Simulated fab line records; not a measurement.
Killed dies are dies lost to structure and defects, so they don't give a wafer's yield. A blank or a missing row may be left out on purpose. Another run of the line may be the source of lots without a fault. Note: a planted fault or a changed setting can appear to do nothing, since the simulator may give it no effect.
Matching of chambers || flow gf180mcu || 3 sister chambers for GF_V4_CVD_00 on hdpcvd-02
The step deposits SiO2, target thk 600 nm, time 100 s. 3 wafers are shown with their chamber, then 8 later ones without.

== WAFERS PAIRED WITH THEIR CHAMBERS ==
{"wafer": "L696.6", "chamber": 1, "runLengthS (s)": 128.6}
{"wafer": "L698.2", "chamber": 2, "runLengthS (s)": 127.5}
{"wafer": "L704.1", "chamber": 0, "runLengthS (s)": 128.3}

== WAFERS WITH NO CHAMBER GIVEN ==
{"wafer": "L704.3", "runLengthS (s)": 128.6}
{"wafer": "L704.5", "runLengthS (s)": 128.3}
{"wafer": "L709.1", "runLengthS (s)": 128.7}
{"wafer": "L709.4", "runLengthS (s)": 128.3}
{"wafer": "L709.6", "runLengthS (s)": 127.8}
{"wafer": "L711.2", "runLengthS (s)": 128.6}
{"wafer": "L711.4", "runLengthS (s)": 128.6}
{"wafer": "L711.5", "runLengthS (s)": 127.5}

== WHICH CHAMBER EACH ONE RAN IN ==
{"wafer": "L704.3", "from the rows above": 1, "in truth": 1}
{"wafer": "L704.5", "from the rows above": 0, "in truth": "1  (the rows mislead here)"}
{"wafer": "L709.1", "from the rows above": 1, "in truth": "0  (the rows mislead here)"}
{"wafer": "L709.4", "from the rows above": 0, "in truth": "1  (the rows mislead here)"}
{"wafer": "L709.6", "from the rows above": "can't be placed: 2 or 0", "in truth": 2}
{"wafer": "L711.2", "from the rows above": 1, "in truth": 1}
{"wafer": "L711.4", "from the rows above": 1, "in truth": 1}
{"wafer": "L711.5", "from the rows above": 2, "in truth": 2}
4 of 8 placed correctly. Can't be placed from these rows: 1 (the true chamber is among the candidates in 1). Number placed wrongly: 3.
How it was worked out, from the rows above alone: a wafer's distance from a chamber is the root of the sum, over the readings, of the square of ((its reading less the chamber's mean) divided by the reading's scatter). The wafer belongs to the nearest chamber; if the next one is less than 2 further off, it can't be placed. For every chamber, the mean is computed from those of its wafers that are shown. The scatter: root of mean squared gap, hidden wafer to nearest shown wafer, with one shown wafer a chamber.
